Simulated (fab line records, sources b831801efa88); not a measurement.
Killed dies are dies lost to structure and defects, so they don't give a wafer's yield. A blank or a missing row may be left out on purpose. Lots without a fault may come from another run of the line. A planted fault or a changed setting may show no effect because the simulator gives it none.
Which tool did it? | flow sky130 | 10 lots, 30 wafers sampled, at 6 steps of a route of 708

WHAT THE GAUGES READ, wafer by wafer
SKY_CONTACT_THK_MEAS_01.
lot  | measured     | on            | CONTACT_CVD_00_THK (nm)
L244 | day 30 17:16 | film_metro-03 | 75.4 74.9 75.3
L246 | day 31 10:28 | film_metro-03 | 73.0 74.0 74.1
L252 | day 34 00:48 | film_metro-01 | 73.9 73.9 76.0
L255 | day 34 20:13 | film_metro-03 | 75.0 77.3 75.9
L256 | day 35 04:49 | film_metro-04 | 75.1 76.5 76.0
L258 | day 35 17:35 | film_metro-03 | 74.3 74.4 73.8
L261 | day 36 14:59 | film_metro-03 | 74.0 75.0 76.4
L262 | day 36 21:40 | film_metro-01 | 75.4 74.4 76.1
L266 | day 37 23:39 | film_metro-04 | 74.5 74.1 75.1
L267 | day 38 03:57 | film_metro-03 | 74.4 74.9 75.8

SKY_CONTACT_RS_MEAS_25: measures by four-point-probe.
lot  | measured     | on            | CONTACT_W_RS (ohm/sq)
L244 | day 31 23:37 | film_metro-04 | 0.338 0.338 0.335
L246 | day 32 15:43 | film_metro-04 | 0.344 0.339 0.341
L252 | day 35 04:50 | film_metro-01 | 0.336 0.337 0.335
L255 | day 35 23:31 | film_metro-03 | 0.334 0.444 0.339 0.336 0.444 0.339
L256 | day 36 08:17 | film_metro-04 | 0.342 0.339 0.336
L258 | day 36 20:55 | film_metro-03 | 0.338 0.334 0.336
L261 | day 37 19:11 | film_metro-04 | 0.337 0.337 0.334
L262 | day 38 01:05 | film_metro-01 | 0.336 0.333 0.340
L266 | day 39 02:14 | film_metro-03 | 0.339 0.343 0.344
L267 | day 39 07:25 | film_metro-01 | 0.333 0.334 0.336

SKY_CONTACT_THK_MEAS_26: measures by xrf.
lot  | measured     | on            | CONTACT_W_THK (nm)
L244 | day 31 23:44 | film_metro-04 | 334 332 336
L246 | day 32 15:50 | film_metro-04 | 328 330 331
L252 | day 35 04:57 | film_metro-01 | 336 335 338
L255 | day 36 01:41 | film_metro-03 | 341 259 338 343 261 338
L256 | day 36 08:25 | film_metro-04 | 323 326 329
L258 | day 36 21:02 | film_metro-03 | 340 342 340
L261 | day 37 19:17 | film_metro-04 | 334 334 338
L262 | day 38 01:11 | film_metro-01 | 339 340 336
L266 | day 39 02:20 | film_metro-03 | 339 337 334
L267 | day 39 07:32 | film_metro-01 | 342 341 338

WHICH TOOL RAN EACH LOT (tool, then ch and the chambers of the sampled wafers, then the start)
lot  | SKY_LOCAL_INTERCONNECT_ETCH_13    | SKY_CONTACT_CMP_04            | SKY_CONTACT_CVD_24
L244 | rie_metal-02 ch 0,1, day 30 16:28 | cmp-01 ch 1,2,3, day 30 17:29 | cvd_w-02 ch 0,1, day 31 23:29
L246 | rie_metal-02 ch 0,1, day 31 09:43 | cmp-01 ch 0,2,3, day 31 10:49 | cvd_w-02 ch 0,1, day 32 15:36
L252 | rie_metal-01 ch 0, day 34 00:02   | cmp-02 ch 0,2,3, day 34 01:09 | cvd_w-02 ch 0,1, day 35 04:43
L255 | rie_metal-04 ch 1, day 34 19:25   | cmp-02 ch 1,2, day 34 20:27   | cvd_w-02 ch 0,1, day 35 23:25
L256 | rie_metal-01 ch 0, day 35 04:02   | cmp-01 ch 0,3, day 35 05:01   | cvd_w-01 ch 0,1, day 36 08:11
L258 | rie_metal-02 ch 0,1, day 35 16:50 | cmp-01 ch 1,2,3, day 35 17:46 | cvd_w-01 ch 0,1, day 36 20:49
L261 | rie_metal-01 ch 0,1, day 36 14:14 | cmp-01 ch 1,2, day 36 15:10   | cvd_w-01 ch 0,1, day 37 19:03
L262 | rie_metal-04 ch 0,1, day 36 20:55 | cmp-02 ch 0,3, day 36 21:50   | cvd_w-01 ch 0,1, day 38 00:58
L266 | rie_metal-01 ch 0, day 37 22:49   | cmp-01 ch 0,1,3, day 37 23:50 | cvd_w-02 ch 0,1, day 39 02:06
L267 | rie_metal-02 ch 0,1, day 38 03:13 | cmp-01 ch 1,2, day 38 04:16   | cvd_w-02 ch 0,1, day 39 07:19
- SKY_LOCAL_INTERCONNECT_ETCH_13: etches BARC in N2/H2, stops on SiO2, time 45.9 s, target depth 60 nm.
- SKY_CONTACT_CMP_04: polishes SiO2.
- SKY_CONTACT_CVD_24: deposits W, target thk 340 nm, time 102.12 s.

WHAT THE TOOLS THEMSELVES READ (means of the sampled wafers that have a number; where no wafer has one, the mark that the record gives instead)
SKY_LOCAL_INTERCONNECT_ETCH_13.
lot  | tool         | drypump_motor_current_A (A) | oes_product_au (a.u.) | throttle_valve_pct (%)
L244 | rie_metal-02 | 5.3                         | 0.850                 | 13.228
L246 | rie_metal-02 | 5.9                         | 0.856                 | 13.236
L252 | rie_metal-01 | 6.5                         | 0.858                 | 13.227
L255 | rie_metal-04 | 6.0                         | 0.854                 | 13.222
L256 | rie_metal-01 | 6.4                         | 0.853                 | 13.213
L258 | rie_metal-02 | 5.3                         | 0.858                 | 13.218
L261 | rie_metal-01 | 6.0                         | 0.851                 | 13.233
L262 | rie_metal-04 | 5.4                         | 0.855                 | 13.230
L266 | rie_metal-01 | 6.5                         | 0.859                 | 13.217
L267 | rie_metal-02 | 5.9                         | 0.854                 | 13.225

SKY_CONTACT_CMP_04.
lot  | tool   | motor_current_A (A) | slurry_flow_ml_min | time_to_endpoint_s (s)
L244 | cmp-01 | 11.4                | 149.8              | 83
L246 | cmp-01 | 12.2                | 150.2              | 84
L252 | cmp-02 | 11.4                | 149.5              | 80
L255 | cmp-02 | 11.0                | 149.4              | 81
L256 | cmp-01 | 11.9                | 150.0              | 78
L258 | cmp-01 | 11.5                | 150.4              | 77
L261 | cmp-01 | 13.3                | 150.1              | 83
L262 | cmp-02 | 12.3                | 150.1              | 87
L266 | cmp-01 | 10.8                | 150.0              | 81
L267 | cmp-01 | 11.3                | 149.8              | 81

SKY_CONTACT_CVD_24.
lot  | tool     | heater_power_w (W) | susceptor_temp_C (C)
L244 | cvd_w-02 | 836                | 399.98
L246 | cvd_w-02 | 836                | 399.82
L252 | cvd_w-02 | 808                | 400.17
L255 | cvd_w-02 | 845                | 399.96
L256 | cvd_w-01 | 919                | 400.09
L258 | cvd_w-01 | 945                | 399.96
L261 | cvd_w-01 | 926                | 400.34
L262 | cvd_w-01 | 945                | 399.80
L266 | cvd_w-02 | 801                | 400.21
L267 | cvd_w-02 | 849                | 400.18

THE ANSWER, worked out from the rows above alone
Rule: what is usual is taken from the lots themselves. Put in order of their means at a reading, lots are off if they are a third of the lots or fewer, leave a main group of 4 or more, and stand apart from it by a gap of 3 or more times the standard deviation of the main group's means; of several such gaps the widest counts. A main group whose means are all the same, to the digits that the tables above print for the reading, isn't used. A lot without any number at a reading at which 4 lots or more have one is off too. The other lots that the step has rows for count as sound. The gauges are gone through in route order, then the tools' own readings, and for those a lot's mean is taken as printed above. The first step at which some lot is off is used, and at that step the reading that is off furthest; a lot without a number counts as furthest.
Off: L255, at SKY_CONTACT_RS_MEAS_25 (CONTACT_W_RS). The main group: mean 0.338 ohm/sq, standard deviation 0.0025.
A tool fits if, at a process step before that reading, it ran every lot that is off, and no sound lot after the first of them. The gauges at SKY_CONTACT_RS_MEAS_25 are tried like those tools. None of those tried fits.

WHAT THE SIMULATOR HAD PUT IN
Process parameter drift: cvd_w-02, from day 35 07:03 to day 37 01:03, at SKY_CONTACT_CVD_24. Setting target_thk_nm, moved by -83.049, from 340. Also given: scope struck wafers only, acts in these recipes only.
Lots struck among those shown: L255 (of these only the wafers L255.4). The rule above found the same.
